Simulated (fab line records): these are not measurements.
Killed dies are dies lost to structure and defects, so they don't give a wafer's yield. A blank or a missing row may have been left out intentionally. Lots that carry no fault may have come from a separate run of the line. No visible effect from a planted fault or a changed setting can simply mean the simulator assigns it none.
fab line records	flow sky130
record: lots: 24	wafers: 72	last_day: 50
route steps=708 shown LI_CONTACT@386 CONTACT@424 METAL1@439 METAL2@501 VIA2@520 CAPM@540
lots that met no fault: from a run of the same line without faults
start_h: hours from the record's opening day to when the first of the lot's shown wafers began	wait_h: hours since the lot's step before	" as in the row above	L1.1+2: several wafers, shown together as one row	- no value, or no start given	* or withheld: withheld	< > ~ a bound
route shown NAME@n: names a module that has steps shown in the file, with the first one's number in the route	usual: mean and standard deviation over wafers with no fault	same: alike in all rows	chamber/n: place in a boat	sites: each site's reading	_std_site: their standard deviation	_edge_site: outer sites' mean less inner sites'	radius_mm: how far each site lies from the wafer's centre	mask NAME#n: copy n	behind: tool/chamber where the wafer was last shaped	hold: cause of the lot's hold/its duration in hours/its outcome	device: names the non-switching transistor (n, p or np)	end of line: tests of these same wafers at the route's end	step lacking rows: just its recipe	killed: count of dies lost to structure and defects at first sort (not the wafer's yield)	map: dies across one wafer; x = killed, . = not, _ = none there
set.NAME: the setting as run; set.NAME@STEP: as run at that earlier step	model.NAME: the simulator's own value behind a step, which no gauge read
a sample of lots followed through the steps of the route, with each step as a table and each wafer as a row
services: a tool's chamber out of use, with start hour (start_h, from the record's first day; less than 0 if before it), hours out, and reason
== steps ==
step: SKY_LI_CONTACT_CMP_24
recipe: stop_on: PSG	t_overpolish_s: 20	down_force_psi: 3.5	platen_rpm: 60	target_thk_nm: 0	pad_velocity_m_s: 0.94248
usual: motor_current_A: 11.0/1.4	overpolish_run_s: 19.998/0.0083	time_to_endpoint_s: 95/4.9
same: t_overpolish_s: 20
lot.wafer	tool	chamber	start_h	wait_h	motor_current_A	overpolish_run_s	time_to_endpoint_s
L074.1	cmp-01	0	664.29	0.1	9.8	19.991	95
L074.4	"	1	"	"	9.4	19.990	90
L074.2	"	3	"	"	12.1	20.002	101
L075.4	cmp-01	2	667.34	0.1	14.4	19.993	97
L075.2	"	0	"	"	9.4	20.012	97
L075.5	"	1	"	"	9.4	20.018	94
L076.1	cmp-01	0	694.91	0.2	9.8	19.983	90
L076.6	"	1	"	"	9.8	19.985	92
L076.5	"	2	"	"	14.0	19.999	91
L077.4	cmp-01	0	709.63	0.1	9.5	19.999	96
L077.5	"	3	"	"	12.4	20.003	102
L077.6	"	0	"	"	10.2	19.997	93
L078.4	cmp-02	0	741.45	0.1	9.8	19.981	94
L078.1	"	2	"	"	10.3	19.992	101
L078.6	"	1	"	"	9.1	20.003	87
L079.3	cmp-02	3	743.65	0.1	11.6	19.993	101
L079.1	"	1	"	"	9.4	20.001	88
L079.6	"	3	"	"	11.9	19.991	102
L080.4	cmp-01	1	753.81	0.0	9.9	20.002	94
L080.1	"	0	"	"	10.0	20.000	92
L080.6	"	2	"	"	13.2	19.990	98
L082.2	cmp-01	2	758.55	0.1	13.5	19.994	94
L082.5	"	0	"	"	9.7	19.992	89
L082.6	"	1	"	"	9.7	19.993	90
L081.2	cmp-02	1	759.96	0.1	9.7	20.010	91
L081.3	"	2	"	"	11.0	20.008	101
L081.5	"	1	"	"	9.7	19.998	94
L083.2	cmp-02	3	763.05	0.0	11.5	19.996	96
L083.1	"	1	"	"	9.4	20.004	86
L083.5	"	0	"	"	10.6	20.000	89
L084.3	cmp-01	0	763.81	0.0	10.2	20.009	89
L084.4	"	1	"	"	10.0	20.000	89
L084.1	"	3	"	"	12.5	20.000	97
L085.4	cmp-02	1	764.24	0.0	9.4	20.013	86
L085.5	"	1	"	"	9.5	20.002	93
L085.6	"	2	"	"	11.1	20.000	102
L087.2	cmp-01	1	790.32	0.1	10.0	19.993	86
L087.3	"	2	"	"	13.8	19.994	94
L087.5	"	1	"	"	9.6	19.993	87
L086.3	cmp-01	2	792.50	0.0	13.6	19.981	92
L086.2	"	3	"	"	11.9	20.009	95
L086.1	"	0	"	"	9.8	19.992	88
L090.3	cmp-01	3	815.41	0.0	12.7	19.997	97
L090.2	"	0	"	"	10.1	19.998	94
L090.1	"	1	"	"	9.7	19.994	90
L088.2	cmp-01	2	817.82	0.1	13.2	20.000	93
L088.3	"	0	"	"	10.1	20.011	91
L088.6	"	2	"	"	14.2	19.990	89
L089.1	cmp-01	1	818.12	0.1	9.8	20.005	94
L089.5	"	1	"	"	9.8	19.983	92
L089.6	"	2	"	"	13.3	20.005	96
L092.4	cmp-02	2	827.39	0.3	10.7	20.002	98
L092.2	"	3	"	"	12.1	19.997	99
L092.3	"	1	"	"	9.4	19.993	90
L091.1	cmp-02	0	828.98	0.1	10.5	19.994	91
L091.3	"	3	"	"	11.6	19.984	102
L091.6	"	0	"	"	10.2	19.994	92
L093.2	cmp-01	0	837.86	0.0	10.6	20.003	95
L093.4	"	1	"	"	10.0	19.997	92
L093.6	"	0	"	"	9.5	20.001	98
L094.1	cmp-02	2	838.47	0.1	10.6	19.994	103
L094.3	"	3	"	"	11.6	20.007	102
L094.5	"	0	"	"	10.4	19.992	93
L096.2	cmp-02	3	847.77	0.1	12.0	19.990	99
L096.4	"	1	"	"	9.3	19.989	87
L096.5	"	3	"	"	12.6	19.984	101
L095.3	cmp-02	1	852.07	0.1	9.4	20.009	95
L095.4	"	3	"	"	11.7	20.000	100
L095.5	"	1	"	"	9.9	19.987	90
L097.1	cmp-02	1	856.01	0.1	9.1	19.994	92
L097.3	"	2	"	"	10.6	20.014	102
L097.6	"	1	"	"	9.8	20.010	90
step: SKY_CONTACT_ETCH_18
recipe: target: Si3N4	chemistry: CHF3/O2	stop_on: TiN	source_w: 600	bias_w: 200	pressure_mtorr: 40	chf3_flow_sccm: 50	O2_flow_sccm: 5	time_s: 39	target_depth_a: 750
usual: chamber_pressure_mTorr: 40.00/0.035	chf3_flow_sccm: 49.98/0.17	drypump_motor_current_A: 5.6/0.39	oes_product_au: 0.852/0.0078	throttle_valve_pct: 8.792/0.0092
lot.wafer	tool	chamber	start_h	wait_h	chamber_pressure_mTorr	chf3_flow_sccm	drypump_motor_current_A	oes_product_au	rf_hours_counter_h	throttle_valve_pct
L074.1	rie_diel-01	2	-	-	40.02	50.21	5.3	0.850	21	8.788
L074.2	"	0	"	"	40.01	50.00	5.9	0.858	3	8.797
L074.4	"	2	"	"	40.00	49.93	5.3	0.856	-	8.785
L075.2	rie_diel-01	2	-	-	39.95	49.87	5.3	0.846	22	8.797
L075.4	"	2	"	"	40.00	49.61	5.3	0.858	-	8.790
L075.5	"	0	"	"	40.02	49.81	5.9	0.843	-	8.777
L076.1	rie_diel-03	0	-	-	40.01	50.19	5.2	0.845	9	8.792
L076.5	"	0	"	"	39.95	49.90	5.2	0.857	-	8.792
L076.6	"	1	"	"	39.97	49.66	5.1	0.840	-	8.776
L077.4	rie_diel-04	2	-	-	39.98	49.97	5.0	0.848	15	8.794
L077.5	"	0	"	"	39.97	50.20	5.8	0.856	-	8.796
L077.6	"	1	"	"	39.94	50.04	5.8	0.837	-	8.777
L078.1	rie_diel-04	3	-	-	40.03	49.91	5.5	0.850	4	8.797
L078.4	"	1	"	"	39.96	49.79	5.8	0.866	10	8.806
L078.6	"	0	"	"	40.06	49.59	5.8	0.852	-	8.783
L079.1	rie_diel-01	0	-	-	40.03	49.96	5.9	0.840	5	8.782
L079.3	"	2	"	"	39.94	50.28	5.3	0.848	23	8.797
L079.6	"	2	"	"	40.00	50.07	5.3	0.834	-	8.789
L080.1	rie_diel-01	3	-	-	40.09	50.04	5.7	0.858	15	8.818
L080.4	"	0	"	"	39.99	50.03	5.9	0.857	5	8.801
L080.6	"	0	"	"	40.04	49.95	5.9	0.849	-	8.789
L082.2	rie_diel-03	3	-	-	40.03	50.11	6.2	0.846	26	8.789
L082.5	"	1	"	"	40.01	50.05	5.1	0.867	-	8.796
L082.6	"	0	"	"	40.04	50.21	5.2	0.865	-	8.802
L081.2	rie_diel-03	0	-	-	39.98	50.13	5.2	0.848	11	8.788
L081.3	"	2	"	"	40.04	50.01	6.0	0.850	16	8.777
L081.5	"	0	"	"	39.93	49.89	5.2	0.857	-	8.789
L083.1	rie_diel-04	0	-	-	39.99	50.07	5.8	0.852	7	8.786
L083.2	"	3	"	"	40.03	49.99	5.5	0.851	4	8.796
L083.5	"	1	"	"	40.04	50.06	5.8	0.860	-	8.802
L084.1	rie_diel-03	0	-	-	40.04	49.98	5.2	0.841	11	8.799
L084.3	"	1	"	"	40.00	50.34	5.1	0.837	16	8.785
L084.4	"	3	"	"	39.96	49.95	6.2	0.852	26	8.776
L085.4	rie_diel-01	3	-	-	40.02	49.95	5.7	0.862	15	8.794
L085.5	"	3	"	"	40.00	49.98	5.8	0.851	-	8.786
L085.6	"	2	"	"	39.99	50.21	5.3	0.857	-	8.796
L087.2	rie_diel-03	1	-	-	40.00	50.16	5.1	0.845	17	8.796
L087.3	"	0	"	"	40.03	49.98	5.2	0.858	12	8.789
L087.5	"	1	"	"	40.01	50.17	5.1	0.865	-	8.794
L086.1	rie_diel-03	0	-	-	40.05	49.87	5.2	0.852	12	8.799
L086.2	"	1	"	"	40.02	50.15	5.1	0.846	17	8.800
L086.3	"	2	"	"	40.00	49.71	6.0	0.851	17	8.803
L090.1	rie_diel-01	1	-	-	39.98	50.12	5.3	0.844	4	8.779
L090.2	"	2	"	"	40.00	49.97	5.3	0.846	26	8.790
L090.3	"	3	"	"	39.96	49.91	5.8	0.843	17	8.790
L088.2	rie_diel-01	1	-	-	40.04	49.70	5.4	0.843	4	8.788
L088.3	"	0	"	"	40.01	50.22	5.9	0.865	7	8.788
L088.6	"	3	"	"	39.97	50.11	5.8	0.856	-	8.801
L089.1	rie_diel-04	3	-	-	39.97	49.95	5.5	0.857	6	8.781
L089.5	"	3	"	"	39.96	49.93	5.5	0.841	-	8.797
L089.6	"	0	"	"	40.03	49.73	5.9	0.848	-	8.793
L092.2	rie_diel-04	1	-	-	40.03	50.03	5.8	0.854	12	8.800
L092.3	"	0	"	"	39.99	50.13	5.8	0.860	9	8.797
L092.4	"	2	"	"	40.02	50.19	4.9	0.856	19	8.789
L091.1	rie_diel-03	0	-	-	39.98	49.90	5.2	0.849	13	8.796
L091.3	"	2	"	"	39.95	50.30	6.0	0.861	18	8.783
L091.6	"	0	"	"	40.05	50.11	5.2	0.852	-	8.810
L093.2	rie_diel-04	0	-	-	40.09	50.12	5.8	0.846	9	8.794
L093.4	"	3	"	"	40.03	49.87	5.5	0.850	7	8.787
L093.6	"	3	"	"	40.01	49.89	5.5	0.854	-	8.775
L094.1	rie_diel-01	3	-	-	39.99	50.00	5.7	0.850	18	8.780
L094.3	"	0	"	"	40.04	49.80	5.9	0.841	8	8.784
L094.5	"	3	"	"	39.97	50.04	5.8	0.858	-	8.789
L096.2	rie_diel-03	3	-	-	40.01	50.11	6.2	0.851	28	8.800
L096.4	"	2	"	"	40.02	49.81	6.0	0.864	19	8.799
L096.5	"	2	"	"	39.96	49.86	6.0	0.863	-	8.799
L095.3	rie_diel-03	2	-	-	40.00	49.88	6.0	0.842	19	8.781
L095.4	"	0	"	"	40.00	49.97	5.2	0.856	14	8.778
L095.5	"	2	"	"	39.95	49.86	6.0	0.863	-	8.805
L097.1	rie_diel-03	0	-	-	40.03	49.85	5.2	0.848	14	8.776
L097.3	"	2	"	"	40.02	49.79	6.0	0.851	19	8.788
L097.6	"	2	"	"	40.00	49.89	6.0	0.850	-	8.804
step: SKY_METAL1_RS_MEAS_05
recipe: thk_meas_gauge: four-point-probe	reads: TiN_of_METAL1_SPUTTER_04+Ti_of_METAL1_SPUTTER_03+AlCu_of_METAL1_SPUTTER_02+TiN_of_METAL1_SPUTTER_01+Ti_of_METAL1_SPUTTER_00
usual: METAL1_ALCU_RS: 0.1266/0.0015
lot.wafer	tool	chamber	start_h	wait_h	METAL1_ALCU_RS[ohm/sq]
L074.1	film_metro-04	-	724.52	0.0	0.1280
L074.2	"	-	"	"	0.1284
L074.4	"	-	"	"	0.1285
L075.2	film_metro-01	-	726.07	0.0	0.1247
L075.4	"	-	"	"	0.1240
L075.5	"	-	"	"	0.1225
L076.1	film_metro-03	-	752.91	0.0	0.1272
L076.5	"	-	"	"	0.1271
L076.6	"	-	"	"	0.1248
L077.4	film_metro-01	-	766.90	0.1	0.1298
L077.5	"	-	"	"	0.1297
L077.6	"	-	"	"	0.1295
L078.1	film_metro-04	-	799.60	0.0	0.1264
L078.4	"	-	"	"	0.1267
L078.6	"	-	"	"	0.1264
L079.1	film_metro-04	-	801.07	0.0	0.1280
L079.3	"	-	"	"	0.1291
L079.6	"	-	"	"	0.1279
L080.1	film_metro-01	-	809.47	0.0	0.1276
L080.4	"	-	"	"	0.1271
L080.6	"	-	"	"	0.1269
L082.2	film_metro-04	-	816.01	0.0	0.1277
L082.5	"	-	"	"	0.1274
L082.6	"	-	"	"	0.1275
L081.2	film_metro-01	-	818.45	0.0	0.1288
L081.3	"	-	"	"	0.1287
L081.5	"	-	"	"	0.1290
L083.1	film_metro-04	-	819.85	0.0	0.1262
L083.2	"	-	"	"	0.1265
L083.5	"	-	"	"	0.1276
L084.1	film_metro-04	-	820.47	0.0	0.1258
L084.3	"	-	"	"	0.1265
L084.4	"	-	"	"	0.1256
L085.4	film_metro-01	-	820.83	0.1	0.1277
L085.5	"	-	"	"	0.1270
L085.6	"	-	"	"	0.1277
L087.2	film_metro-03	-	847.12	0.0	0.1263
L087.3	"	-	"	"	0.1269
L087.5	"	-	"	"	0.1260
L086.1	film_metro-01	-	849.76	0.0	0.1252
L086.2	"	-	"	"	0.1258
L086.3	"	-	"	"	0.1259
L090.1	film_metro-03	-	870.61	0.0	0.1237
L090.2	"	-	"	"	0.1241
L090.3	"	-	"	"	0.1240
L088.2	film_metro-04	-	873.63	0.0	0.1260
L088.3	"	-	"	"	0.1255
L088.6	"	-	"	"	0.1265
L089.1	film_metro-01	-	873.65	0.0	0.1277
L089.5	"	-	"	"	0.1273
L089.6	"	-	"	"	0.1280
L092.2	film_metro-03	-	884.63	0.0	0.1250
L092.3	"	-	"	"	0.1249
L092.4	"	-	"	"	0.1265
L091.1	film_metro-01	-	885.81	0.0	0.1245
L091.3	"	-	"	"	0.1237
L091.6	"	-	"	"	0.1234
L093.2	film_metro-01	-	892.53	0.0	0.1286
L093.4	"	-	"	"	0.1263
L093.6	"	-	"	"	0.1263
L094.1	film_metro-01	-	894.42	0.0	0.1285
L094.3	"	-	"	"	0.1284
L094.5	"	-	"	"	0.1280
L096.2	film_metro-04	-	903.12	0.0	0.1252
L096.4	"	-	"	"	0.1265
L096.5	"	-	"	"	0.1245
L095.3	film_metro-01	-	908.00	0.1	0.1247
L095.4	"	-	"	"	0.1258
L095.5	"	-	"	"	0.1258
L097.1	film_metro-01	-	911.61	0.0	0.1269
L097.3	"	-	"	"	0.1268
L097.6	"	-	"	"	0.1275
step: SKY_METAL2_ETCH_18
recipe: chemistry: N2/H2	target: BARC	ion_energy_ev: 200	bias_w: 100	pressure_mtorr: 30	n2_flow_sccm: 100	h2_flow_sccm: 200	icp_w: 500	stop_on: SiO2	time_s: 45.9	target_depth_a: 600
usual: chamber_pressure_mTorr: 29.996/0.027	drypump_motor_current_A: 5.7/0.59	oes_product_au: 0.855/0.0047	throttle_valve_pct: 13.224/0.0095
lot.wafer	tool	chamber	start_h	wait_h	chamber_pressure_mTorr	drypump_motor_current_A	oes_product_au	rf_hours_counter_h	throttle_valve_pct
L074.1	rie_metal-01	0	807.53	0.0	30.015	4.9	0.859	8	13.216
L074.2	"	1	"	"	29.975	5.8	0.859	17	13.226
L074.4	"	0	"	"	30.007	4.9	0.853	-	13.228
L075.2	rie_metal-03	0	810.63	0.0	29.974	6.5	0.849	2	13.218
L075.4	"	1	"	"	29.982	6.0	0.853	-	13.228
L075.5	"	0	"	"	30.018	6.5	0.853	-	13.227
L076.1	rie_metal-04	1	835.54	0.0	29.952	6.2	0.848	14	13.203
L076.5	"	1	"	"	29.960	6.2	0.854	-	13.214
L076.6	"	0	"	"	29.978	5.1	0.854	-	13.232
L077.4	rie_metal-03	0	849.67	0.1	29.985	6.5	0.854	-	13.219
L077.5	"	0	"	"	29.986	6.5	0.844	-	13.229
L077.6	"	0	"	"	29.994	6.5	0.858	-	13.216
L078.1	rie_metal-01	1	882.18	0.0	29.937	5.8	0.855	1	13.223
L078.4	"	1	"	"	30.006	5.8	0.856	-	13.232
L078.6	"	0	"	"	30.000	4.9	0.847	-	13.230
L079.1	rie_metal-03	1	883.78	0.0	29.970	6.0	0.853	0	13.237
L079.3	"	0	"	"	30.031	6.5	0.857	-	13.231
L079.6	"	0	"	"	30.046	6.5	0.861	-	13.226
L080.1	rie_metal-03	1	890.83	0.0	30.010	6.0	0.849	1	13.219
L080.4	"	0	"	"	29.982	6.5	0.864	-	13.231
L080.6	"	0	"	"	29.983	6.5	0.856	-	13.237
L082.2	rie_metal-01	1	897.83	0.0	30.000	5.8	0.864	1	13.221
L082.5	"	1	"	"	29.955	5.8	0.853	-	13.227
L082.6	"	0	"	"	30.009	4.9	0.862	-	13.197
L081.2	rie_metal-01	0	899.98	0.0	30.001	4.9	0.852	13	13.219
L081.3	"	1	"	"	30.006	5.8	0.849	-	13.211
L081.5	"	1	"	"	29.983	5.8	0.852	-	13.220
L083.1	rie_metal-03	0	900.33	0.0	30.008	6.5	0.849	6	13.243
L083.2	"	1	"	"	29.998	6.0	0.855	1	13.235
L083.5	"	1	"	"	29.991	6.0	0.860	-	13.222
L084.1	rie_metal-01	1	901.83	0.0	30.012	5.8	0.858	2	13.205
L084.3	"	1	"	"	30.054	5.8	0.852	-	13.216
L084.4	"	0	"	"	30.023	4.9	0.853	-	13.219
L085.4	rie_metal-04	0	903.19	0.1	30.014	5.0	0.861	-	13.201
L085.5	"	0	"	"	30.029	5.1	0.860	-	13.208
L085.6	"	0	"	"	30.067	5.0	0.851	-	13.219
L087.2	rie_metal-01	1	926.69	0.0	29.981	5.8	0.849	3	13.220
L087.3	"	0	"	"	29.946	4.9	0.864	-	13.220
L087.5	"	1	"	"	30.026	5.8	0.850	-	13.219
L086.1	rie_metal-03	0	930.23	0.0	30.010	6.5	0.853	7	13.227
L086.2	"	1	"	"	29.986	6.0	0.861	2	13.229
L086.3	"	0	"	"	29.988	6.5	0.852	-	13.222
L090.1	rie_metal-04	0	949.23	0.0	30.025	5.1	0.857	14	13.205
L090.2	"	1	"	"	30.029	6.2	0.853	1	13.204
L090.3	"	0	"	"	29.966	5.1	0.857	-	13.215
L088.2	rie_metal-03	1	951.28	0.0	30.015	6.0	0.848	3	13.222
L088.3	"	1	"	"	30.013	6.0	0.855	-	13.229
L088.6	"	0	"	"	30.031	6.5	0.853	-	13.234
L089.1	rie_metal-04	0	952.53	0.0	29.988	5.0	0.852	15	13.226
L089.5	"	0	"	"	29.992	5.1	0.853	-	13.209
L089.6	"	1	"	"	29.993	6.2	0.853	-	13.217
L092.2	rie_metal-03	0	962.25	0.0	30.043	6.5	0.860	8	13.225
L092.3	"	0	"	"	30.002	6.5	0.854	-	13.225
L092.4	"	1	"	"	30.034	6.0	0.861	-	13.237
L091.1	rie_metal-04	0	963.08	0.0	30.004	5.1	0.862	15	13.234
L091.3	"	0	"	"	29.944	5.1	0.856	-	13.209
L091.6	"	0	"	"	29.996	5.1	0.854	-	13.221
L093.2	rie_metal-03	0	968.89	0.0	30.001	6.5	0.853	9	13.224
L093.4	"	1	"	"	29.998	6.0	0.858	-	13.238
L093.6	"	1	"	"	30.000	6.0	0.851	-	13.222
L094.1	rie_metal-01	0	971.48	0.0	30.014	4.9	0.855	17	13.230
L094.3	"	1	"	"	30.025	5.8	0.856	-	13.242
L094.5	"	1	"	"	30.017	5.8	0.850	-	13.222
L096.2	rie_metal-01	1	979.08	0.0	29.964	5.8	0.849	6	13.224
L096.4	"	1	"	"	29.992	5.8	0.851	-	13.221
L096.5	"	0	"	"	30.007	4.9	0.859	-	13.225
L095.3	rie_metal-01	1	983.75	0.0	29.976	5.8	0.848	-	13.222
L095.4	"	0	"	"	30.028	4.9	0.851	-	13.218
L095.5	"	0	"	"	29.964	4.9	0.858	-	13.221
L097.1	rie_metal-01	1	988.68	0.0	30.006	5.8	0.859	6	13.223
L097.3	"	0	"	"	30.038	4.9	0.850	-	13.223
L097.6	"	1	"	"	30.015	5.8	0.854	-	13.245
step: SKY_VIA2_OVL_MEAS_13
usual: VIA2_OVL: 2/5.7
lot.wafer	tool	chamber	start_h	wait_h	VIA2_OVL[nm]
L074.1	overlay-01	-	835.35	0.1	7
L074.2	"	-	"	"	7
L074.4	"	-	"	"	0
L075.2	overlay-01	-	838.58	0.1	3
L075.4	"	-	"	"	1
L075.5	"	-	"	"	9
L076.1	overlay-02	-	863.06	0.1	-6
L076.5	"	-	"	"	-9
L076.6	"	-	"	"	4
L077.4	overlay-01	-	877.14	0.1	0
L077.5	"	-	"	"	8
L077.6	"	-	"	"	-2
L078.1	overlay-01	-	908.96	0.1	-9
L078.4	"	-	"	"	-5
L078.6	"	-	"	"	0
L079.1	overlay-01	-	911.06	0.1	1
L079.3	"	-	"	"	2
L079.6	"	-	"	"	2
L080.1	overlay-02	-	918.13	0.1	1
L080.4	"	-	"	"	0
L080.6	"	-	"	"	7
L082.2	overlay-01	-	923.32	0.1	3
L082.5	"	-	"	"	7
L082.6	"	-	"	"	-3
L081.2	overlay-02	-	926.26	0.1	1
L081.3	"	-	"	"	-1
L081.5	"	-	"	"	-3
L083.1	overlay-02	-	926.60	0.1	3
L083.2	"	-	"	"	5
L083.5	"	-	"	"	-1
L084.1	overlay-02	-	927.90	0.1	9
L084.3	"	-	"	"	7
L084.4	"	-	"	"	11
L085.4	overlay-01	-	929.27	0.1	3
L085.5	"	-	"	"	0
L085.6	"	-	"	"	-2
L087.2	overlay-01	-	952.88	0.1	-2
L087.3	"	-	"	"	6
L087.5	"	-	"	"	3
L086.1	overlay-02	-	956.31	0.1	-4
L086.2	"	-	"	"	-6
L086.3	"	-	"	"	-2
L090.1	overlay-02	-	974.31	0.1	3
L090.2	"	-	"	"	3
L090.3	"	-	"	"	3
L088.2	overlay-01	-	976.23	0.1	0
L088.3	"	-	"	"	-5
L088.6	"	-	"	"	-1
L089.1	overlay-01	-	977.45	0.1	-3
L089.5	"	-	"	"	-6
L089.6	"	-	"	"	-12
L092.2	overlay-01	-	988.93	0.1	5
L092.3	"	-	"	"	6
L092.4	"	-	"	"	6
L091.1	overlay-01	-	989.25	0.1	7
L091.3	"	-	"	"	8
L091.6	"	-	"	"	2
L093.2	overlay-01	-	993.97	0.1	5
L093.4	"	-	"	"	6
L093.6	"	-	"	"	3
L094.1	overlay-02	-	995.68	0.1	-5
L094.3	"	-	"	"	-2
L094.5	"	-	"	"	-3
L096.2	overlay-02	-	1003.63	0.1	-3
L096.4	"	-	"	"	7
L096.5	"	-	"	"	0
L095.3	overlay-02	-	1007.77	0.1	9
L095.4	"	-	"	"	17
L095.5	"	-	"	"	12
L097.1	overlay-01	-	1012.73	0.1	9
L097.3	"	-	"	"	-7
L097.6	"	-	"	"	-1
step: SKY_CAPM_RS_MEAS_03
recipe: thk_meas_gauge: four-point-probe	reads: TiN_of_CAPM_SPUTTER_02
usual: CAPM_TIN_RS: 6.67/0.068
lot.wafer	tool	chamber	start_h	wait_h	CAPM_TIN_RS[ohm/sq]
L074.1	film_metro-01	-	837.14	0.1	6.59
L074.2	"	-	"	"	6.61
L074.4	"	-	"	"	6.64
L075.2	film_metro-04	-	840.39	0.1	6.64
L075.4	"	-	"	"	6.66
L075.5	"	-	"	"	6.64
L076.1	film_metro-03	-	864.81	0.1	6.77
L076.5	"	-	"	"	6.74
L076.6	"	-	"	"	6.66
L077.4	film_metro-03	-	879.15	0.1	6.71
L077.5	"	-	"	"	6.68
L077.6	"	-	"	"	6.66
L078.1	film_metro-03	-	910.76	0.1	6.70
L078.4	"	-	"	"	6.66
L078.6	"	-	"	"	6.73
L079.1	film_metro-01	-	912.86	0.1	6.76
L079.3	"	-	"	"	6.69
L079.6	"	-	"	"	6.65
L080.1	film_metro-04	-	919.92	0.1	6.55
L080.4	"	-	"	"	6.58
L080.6	"	-	"	"	6.55
L082.2	film_metro-04	-	925.22	0.1	6.76
L082.5	"	-	"	"	6.74
L082.6	"	-	"	"	6.78
L081.2	film_metro-01	-	928.91	0.1	6.66
L081.3	"	-	"	"	6.70
L081.5	"	-	"	"	6.66
L083.1	film_metro-04	-	928.97	0.1	6.76
L083.2	"	-	"	"	6.71
L083.5	"	-	"	"	6.72
L084.1	film_metro-04	-	929.94	0.1	6.59
L084.3	"	-	"	"	6.66
L084.4	"	-	"	"	6.59
L085.4	film_metro-04	-	931.20	0.1	6.66
L085.5	"	-	"	"	6.68
L085.6	"	-	"	"	6.70
L087.2	film_metro-04	-	954.65	0.1	6.70
L087.3	"	-	"	"	6.57
L087.5	"	-	"	"	6.56
L086.1	film_metro-01	-	958.06	0.1	6.66
L086.2	"	-	"	"	6.75
L086.3	"	-	"	"	6.59
L090.1	film_metro-01	-	976.41	0.1	6.72
L090.2	"	-	"	"	6.64
L090.3	"	-	"	"	6.83
L088.2	film_metro-01	-	978.01	0.1	6.53
L088.3	"	-	"	"	6.60
L088.6	"	-	"	"	6.50
L089.1	film_metro-03	-	979.20	0.1	6.78
L089.5	"	-	"	"	6.72
L089.6	"	-	"	"	6.63
L092.2	film_metro-03	-	990.94	0.1	6.72
L092.3	"	-	"	"	6.74
L092.4	"	-	"	"	6.67
L091.1	film_metro-04	-	991.39	0.1	6.70
L091.3	"	-	"	"	6.63
L091.6	"	-	"	"	6.57
L093.2	film_metro-04	-	995.76	0.1	6.82
L093.4	"	-	"	"	6.79
L093.6	"	-	"	"	6.72
L094.1	film_metro-01	-	997.43	0.1	6.71
L094.3	"	-	"	"	6.64
L094.5	"	-	"	"	6.70
L096.2	film_metro-04	-	1005.49	0.1	6.67
L096.4	"	-	"	"	6.68
L096.5	"	-	"	"	6.67
L095.3	film_metro-04	-	1010.02	0.1	6.58
L095.4	"	-	"	"	6.66
L095.5	"	-	"	"	6.61
L097.1	film_metro-01	-	1014.70	0.1	6.70
L097.3	"	-	"	"	6.67
L097.6	"	-	"	"	6.68
== services ==
tool	chamber	start_h	hours	kind
cmp-01	-	647.69	5.8	pm
cmp-01	-	679.36	1.5	repair
cmp-01	-	700.60	0.5	repair
cmp-01	-	703.89	0.9	repair
rie_metal-01	1	710.12	1.0	repair
cmp-02	-	723.26	3.2	repair
cmp-01	-	734.78	4.2	pm
cmp-01	-	744.34	4.0	pm
rie_metal-01	0	748.34	1.4	repair
cmp-02	-	752.22	2.7	pm
cmp-02	-	758.24	0.6	repair
cmp-01	-	773.65	0.3	repair
cmp-01	-	775.41	0.7	repair
cmp-02	-	775.45	1.4	repair
rie_metal-01	1	782.91	13.0	repair
rie_diel-03	0	792.47	9.0	repair
cmp-02	-	841.17	0.8	repair
rie_diel-03	3	842.44	16.7	repair
cmp-01	-	844.89	1.4	repair
rie_diel-03	-	866.49	10.2	repair
cmp-01	-	877.56	12.4	pm
cmp-01	-	891.24	0.6	repair
cmp-02	-	912.47	4.0	pm
cmp-02	-	926.17	1.0	repair
== key ==
fault none
